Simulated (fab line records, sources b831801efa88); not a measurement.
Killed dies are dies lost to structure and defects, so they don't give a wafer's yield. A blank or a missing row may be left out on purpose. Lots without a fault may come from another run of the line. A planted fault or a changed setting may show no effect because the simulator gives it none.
fab line records | flow sky130
record lots=11 wafers=33 last_day=50
route steps=708 shown SPACER@304 SD_N@358 CONTACT@424 VIA1@478
lots that met no fault: from a run of the same line without faults
start_h: hours from the record's first day to the start of the lot's first wafer shown | wait_h: hours since the lot's step before | " the same as in the row above | L1.1+2: a row that stands for several wafers | - no value, or no start given | * or withheld: withheld | < > ~ a bound
route shown NAME@n: a module of which the file shows steps, and the number in the route of the first | usual: mean/standard deviation of fault-free wafers | same: alike in all rows | chamber/n: place in a boat | sites: the reading at each site | _std_site: their standard deviation | _edge_site: outer sites' mean less inner sites' | radius_mm: how far each site lies from the wafer's centre | mask NAME#n: copy n | behind: the tool/chamber that last shaped the wafer | hold: why the lot was held/for how many hours/how that ended | device: the transistor (n, p or np) that didn't switch | end of line: the same wafers' tests at the end of the route | a step without rows: its recipe alone | killed: dies lost to structure and defects at the first sort, not the wafer's yield | map: a wafer's dies, x killed, . not, _ none there
set.NAME: the setting as run; set.NAME@STEP: as run at that earlier step | model.NAME: the simulator's own value behind a step, which no gauge read
steps of the route over a sample of lots; a table a step, a row a wafer
services: from which hour (start_h, from the record's first day; less than 0 if before it) a tool's chamber was out of use, for how many hours, and why
## steps
# step SKY_SPACER_CVD_00
# recipe material=Si3N4 precursor=DCS/NH3 target_thk_nm=43.1 temp_c=770 time_s=740 pressure_mtorr=250
# usual zone_power_upper_pct=13.1/1
# columns lot.wafer tool chamber start_h wait_h zone_power_upper_pct
L943.1 lpcvd-02 0 533.73 0.0 14.3
L943.4 " 0 " " 14.4
L943.6 " 0 " " 14.4
L946.1 lpcvd-02 1 554.86 0.2 12.4
L946.5 " 1 " " 12.4
L946.6 " 1 " " 12.3
L947.2 lpcvd-02 1 562.08 0.0 12.6
L947.3 " 1 " " 12.3
L947.6 " 1 " " 12.4
L948.3 lpcvd-02 0 573.62 0.0 14.6
L948.4 " 0 " " 14.4
L948.5 " 0 " " 14.3
L950.2 lpcvd-02 0 593.83 0.0 14.3
L950.5 " 0 " " 14.5
L950.6 " 0 " " 14.5
L951.2 lpcvd-02 0 602.76 0.5 14.5
L951.4 " 0 " " 14.4
L951.6 " 0 " " 14.4
L952.1 lpcvd-02 0 605.02 1.2 14.3
L952.4 " 0 " " 14.6
L952.6 " 0 " " 14.4
L956.2 lpcvd-02 0 635.37 0.9 14.5
L956.5 " 0 " " 14.3
L956.6 " 0 " " 14.5
L957.1 lpcvd-02 0 646.21 0.7 14.2
L957.2 " 0 " " 14.5
L957.3 " 0 " " 14.6
L965.3 lpcvd-02 1 707.91 0.3 12.3
L965.4 " 1 " " 12.3
L965.6 " 1 " " 12.2
L966.1 lpcvd-02 1 716.58 0.0 12.2
L966.3 " 1 " " 12.4
L966.5 " 1 " " 12.1
# step SKY_SPACER_THK_MEAS_01
# recipe reads=Si3N4_of_SPACER_CVD_00
# usual SPACER_CVD_00_THK=43.0/0.36
# columns lot.wafer tool chamber start_h wait_h SPACER_CVD_00_THK[nm]
L943.1 film_metro-04 - 534.94 0.0 42.4
L943.4 " - " " 42.7
L943.6 " - " " 42.5
L946.1 film_metro-02 - 556.06 0.0 42.8
L946.5 " - " " 42.6
L946.6 " - " " 42.8
L947.2 film_metro-03 - 563.30 0.0 42.9
L947.3 " - " " 43.1
L947.6 " - " " 42.9
L948.3 film_metro-03 - 574.85 0.0 43.4
L948.4 " - " " 42.9
L948.5 " - " " 43.4
L950.2 film_metro-03 - 595.04 0.0 43.0
L950.5 " - " " 43.2
L950.6 " - " " 43.3
L951.2 film_metro-03 - 603.98 0.0 43.1
L951.4 " - " " 43.2
L951.6 " - " " 43.0
L952.1 film_metro-02 - 606.22 0.0 43.3
L952.4 " - " " 43.1
L952.6 " - " " 43.4
L956.2 film_metro-03 - 636.59 0.0 47.8
L956.5 " - " " 47.8
L956.6 " - " " 47.7
L957.1 film_metro-04 - 647.42 0.0 47.6
L957.2 " - " " 48.0
L957.3 " - " " 47.5
L965.3 film_metro-04 - 709.13 0.0 43.4
L965.4 " - " " 42.8
L965.6 " - " " 42.9
L966.1 film_metro-03 - 717.79 0.0 43.3
L966.3 " - " " 42.9
L966.5 " - " " 43.2
# step SKY_SPACER_ETCHBACK_02
# recipe chemistry=CH3F/O2 target=Si3N4 stop_on=SiO2 source_w=400 bias_w=80 pressure_mtorr=25 ch3f_flow_sccm=40 O2_flow_sccm=30 time_s=46.7 target_depth_a=450
# usual drypump_motor_current_A=5.7/0.48 oes_product_au=0.853/0.0061 rf_fwd_power_W=396.5/1.6 throttle_valve_pct=10.562/0.009
# same time_s=46.7
# columns lot.wafer tool chamber start_h wait_h drypump_motor_current_A oes_product_au rf_fwd_power_W rf_hours_counter_h throttle_valve_pct
L943.1 rie_diel-02 1 535.00 0.1 5.4 0.841 397.5 7 10.569
L943.4 " 2 " " 5.8 0.856 396.8 8 10.567
L943.6 " 0 " " 6.5 0.847 396.8 - 10.552
L946.1 rie_diel-01 3 556.12 0.1 5.0 0.852 397.9 0 10.569
L946.5 " 1 " " 5.2 0.850 392.7 - 10.551
L946.6 " 2 " " 5.8 0.857 394.7 - 10.558
L947.2 rie_diel-03 2 563.35 0.0 6.0 0.853 395.8 45 10.568
L947.3 " 0 " " 6.2 0.859 394.7 69 10.583
L947.6 " 3 " " 6.1 0.849 394.7 - 10.562
L948.3 rie_diel-01 0 574.89 0.0 4.9 0.862 395.9 8 10.559
L948.4 " 2 " " 5.8 0.851 395.9 68 10.556
L948.5 " 3 " " 5.0 0.863 399.0 - 10.561
L950.2 rie_diel-02 1 595.09 0.0 5.4 0.845 397.6 8 10.560
L950.5 " 3 " " 5.7 0.850 398.2 - 10.568
L950.6 " 0 " " 6.5 0.857 398.1 - 10.555
L951.2 rie_diel-01 0 604.03 0.0 4.9 0.856 399.5 9 10.555
L951.4 " 3 " " 5.1 0.852 397.7 1 10.561
L951.6 " 3 " " 5.0 0.843 397.9 - 10.563
L952.1 rie_diel-03 3 606.28 0.1 6.1 0.857 394.1 10 10.560
L952.4 " 1 " " 6.0 0.844 396.5 - 10.571
L952.6 " 3 " " 6.1 0.853 395.5 - 10.573
L956.2 rie_diel-02 3 636.64 0.0 5.7 0.903 398.0 24 10.563
L956.5 " 2 " " 5.8 0.915 396.9 - 10.577
L956.6 " 3 " " 5.7 0.906 397.5 - 10.585
L957.1 rie_diel-01 0 647.48 0.1 4.9 0.902 397.7 10 10.569
L957.2 " 3 " " 5.0 0.902 398.0 2 10.565
L957.3 " 2 " " 5.8 0.901 394.4 0 10.583
L965.3 rie_diel-03 1 709.17 0.0 6.0 0.854 398.1 9 10.543
L965.4 " 0 " " 6.2 0.850 394.5 1 10.555
L965.6 " 3 " " 6.1 0.848 393.8 - 10.572
L966.1 rie_diel-03 0 717.85 0.1 6.3 0.853 392.3 2 10.558
L966.3 " 3 " " 6.1 0.852 395.8 13 10.562
L966.5 " 0 " " 6.2 0.850 393.2 - 10.560
# step SKY_SD_N_RS_MEAS_16
# recipe thk_meas_gauge=four-point-probe
# usual SD_N_RS=68.58/0.12
# columns lot.wafer tool chamber start_h wait_h SD_N_RS[ohm/sq]
L943.1 film_metro-04 - 653.22 0.1 68.50
L943.4 " - " " 68.35
L943.6 " - " " 68.49
L946.1 film_metro-01 - 672.61 0.1 68.58
L946.5 " - " " 68.58
L946.6 " - " " 68.57
L947.2 film_metro-04 - 681.35 0.1 68.54
L947.3 " - " " 68.60
L947.6 " - " " 68.53
L948.3 film_metro-01 - 690.82 0.1 68.45
L948.4 " - " " 68.68
L948.5 " - " " 68.67
L950.2 film_metro-03 - 711.45 0.1 68.60
L950.5 " - " " 68.65
L950.6 " - " " 68.62
L951.2 film_metro-04 - 718.30 0.1 68.63
L951.4 " - " " 68.39
L951.6 " - " " 68.47
L952.1 film_metro-01 - 719.18 0.1 68.64
L952.4 " - " " 68.74
L952.6 " - " " 68.74
L956.2 film_metro-03 - 749.20 0.1 68.55
L956.5 " - " " 68.41
L956.6 " - " " 68.44
L957.1 film_metro-01 - 758.87 0.1 68.35
L957.2 " - " " 68.36
L957.3 " - " " 68.56
L965.3 film_metro-03 - 818.17 0.1 68.82
L965.4 " - " " 68.65
L965.6 " - " " 68.72
L966.1 film_metro-04 - 825.43 0.1 68.47
L966.3 " - " " 68.40
L966.5 " - " " 68.26
# step SKY_CONTACT_ETCH_18
# recipe target=Si3N4 chemistry=CHF3/O2 stop_on=TiN source_w=600 bias_w=200 pressure_mtorr=40 chf3_flow_sccm=50 O2_flow_sccm=5 time_s=39 target_depth_a=750
# usual drypump_motor_current_A=5.6/0.41 oes_product_au=0.855/0.0086 rf_fwd_power_W=593.8/2.1 throttle_valve_pct=8.794/0.0097
# same time_s=39
# columns lot.wafer tool chamber start_h wait_h drypump_motor_current_A oes_product_au rf_fwd_power_W rf_hours_counter_h throttle_valve_pct
L943.1 rie_diel-04 3 - - 5.0 0.838 597.7 40 8.778
L943.4 " 2 " " 5.6 0.855 595.8 5 8.789
L943.6 " 3 " " 5.0 0.848 595.9 - 8.801
L946.1 rie_diel-02 2 - - 5.8 0.855 593.0 12 8.794
L946.5 " 2 " " 5.8 0.862 594.2 - 8.795
L946.6 " 3 " " 5.7 0.851 591.9 - 8.806
L947.2 rie_diel-04 2 - - 5.6 0.852 594.0 6 8.784
L947.3 " 0 " " 5.9 0.859 590.6 11 8.784
L947.6 " 0 " " 5.9 0.845 589.4 - 8.795
L948.3 rie_diel-02 0 - - 6.5 0.847 592.7 28 8.789
L948.4 " 1 " " 5.4 0.868 595.0 12 8.817
L948.5 " 1 " " 5.4 0.865 592.2 - 8.798
L950.2 rie_diel-01 3 - - 5.0 0.854 594.2 5 8.794
L950.5 " 0 " " 4.9 0.848 596.7 - 8.816
L950.6 " 3 " " 5.0 0.854 595.2 - 8.802
L951.2 rie_diel-01 0 - - 4.9 0.850 596.3 14 8.806
L951.4 " 2 " " 5.8 0.854 593.0 4 8.799
L951.6 " 1 " " 5.2 0.866 587.9 - 8.799
L952.1 rie_diel-02 0 - - 6.5 0.858 593.7 29 8.794
L952.4 " 2 " " 5.8 0.862 590.1 13 8.791
L952.6 " 0 " " 6.5 0.861 595.4 - 8.792
L956.2 rie_diel-02 2 - - 5.8 0.851 594.4 14 8.788
L956.5 " 1 " " 5.4 0.860 592.7 - 8.779
L956.6 " 0 " " 6.5 0.855 594.4 - 8.814
L957.1 rie_diel-04 1 - - 5.9 0.857 594.7 24 8.790
L957.2 " 3 " " 5.0 0.856 595.3 1 8.790
L957.3 " 2 " " 5.6 0.856 595.6 10 8.804
L965.3 rie_diel-04 3 - - 5.0 0.860 593.6 3 8.800
L965.4 " 2 " " 5.6 0.854 594.6 11 8.804
L965.6 " 0 " " 5.9 0.879 591.4 - 8.801
L966.1 rie_diel-02 0 - - 6.5 0.849 593.8 1 8.785
L966.3 " 2 " " 5.8 0.857 591.3 17 8.799
L966.5 " 3 " " 5.7 0.863 594.8 - 8.789
# step SKY_VIA1_SPUTTER_20
# recipe material=TiN target_thk_nm=20 chamber_pressure_pa=5 power_w=4000 time_s=80
# usual throttle_valve_pct=29.7/0.85
# same time_s=80
# columns lot.wafer tool chamber start_h wait_h throttle_valve_pct
L943.1 pvd_sputter-04 - 799.52 0.0 30.2
L943.4 " - " " 27.9
L943.6 " - " " 29.2
L946.1 pvd_sputter-02 - 815.90 0.0 30.6
L946.5 " - " " 30.8
L946.6 " - " " 30.6
L947.2 pvd_sputter-03 - 825.49 0.0 28.5
L947.3 " - " " 28.8
L947.6 " - " " 28.8
L948.3 pvd_sputter-02 - 832.87 0.0 30.3
L948.4 " - " " 29.4
L948.5 " - " " 30.0
L950.2 pvd_sputter-04 - 853.86 0.0 30.4
L950.5 " - " " 29.9
L950.6 " - " " 30.2
L951.2 pvd_sputter-03 - 859.23 0.0 29.0
L951.4 " - " " 29.5
L951.6 " - " " 28.7
L952.1 pvd_sputter-04 - 860.94 0.0 29.1
L952.4 " - " " 28.0
L952.6 " - " " 28.0
L956.2 pvd_sputter-02 - 889.18 0.0 30.8
L956.5 " - " " 30.6
L956.6 " - " " 29.4
L957.1 pvd_sputter-02 - 896.86 0.0 30.6
L957.2 " - " " 30.1
L957.3 " - " " 29.4
L965.3 pvd_sputter-02 - 953.03 0.0 29.7
L965.4 " - " " 30.5
L965.6 " - " " 30.2
L966.1 pvd_sputter-03 - 958.02 0.0 30.5
L966.3 " - " " 28.7
L966.5 " - " " 28.5
## services
# columns tool chamber start_h hours kind
rie_diel-04 1 514.48 5.9 repair
pvd_sputter-02 - 524.23 1.6 repair
rie_diel-03 0 534.64 8.3 repair
rie_diel-02 - 564.69 2.8 pm
rie_diel-01 3 567.68 4.2 repair
rie_diel-01 2 597.04 1.4 repair
rie_diel-02 - 601.68 14.6 pm
rie_diel-01 - 618.49 3.7 repair
rie_diel-02 2 642.89 1.7 repair
rie_diel-03 1 651.53 5.1 repair
rie_diel-03 - 660.29 4.3 pm
rie_diel-02 - 668.11 10.0 pm
rie_diel-04 - 679.77 0.2 repair
rie_diel-04 2 688.11 2.5 repair
rie_diel-04 0 693.84 6.4 repair
pvd_sputter-02 - 738.38 4.9 repair
rie_diel-01 2 748.56 4.4 repair
pvd_sputter-02 - 772.08 10.3 repair
rie_diel-02 2 780.93 19.0 repair
rie_diel-01 2 834.00 8.0 repair
rie_diel-01 - 886.64 1.4 repair
rie_diel-02 2 896.12 3.5 repair
rie_diel-01 3 918.59 4.7 repair
pvd_sputter-02 - 942.36 10.4 repair
## key
first_sign step=SKY_SPACER_THK_MEAS_01 reading=SPACER_CVD_00_THK direction=up sigmas=13 usual=43.0 struck=47.7
effect step=SKY_SPACER_ETCHBACK_02 reading=oes_product_au direction=up sigmas=8.4 usual=0.853 struck=0.905
met_at SKY_SPACER_CVD_00
struck_lots L956,L957
struck_wafers L956.2,L956.5,L956.6,L957.1,L957.2,L957.3
tester_left_out L956,L957
not_acting_at SKY_SD_N_RS_MEAS_16,SKY_CONTACT_ETCH_18,SKY_VIA1_SPUTTER_20
onset_between 605.02 635.37
fault kind=process_parameter_drift tool=lpcvd-02 chamber=0 onset_h=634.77 steps=SKY_SPACER_CVD_00 channel=target_thk_nm offset=4.5603 shape=step end_h=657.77 acts_in=these_recipes_only stated=43.1
# tester_left_out: of these lots the tester's yield and bins aren't shown, on N5 and GAA mostly nor the transistor test; their killed dies are dies lost to structure and defects alone, not to doping, threshold or leakage, so they don't give the yield
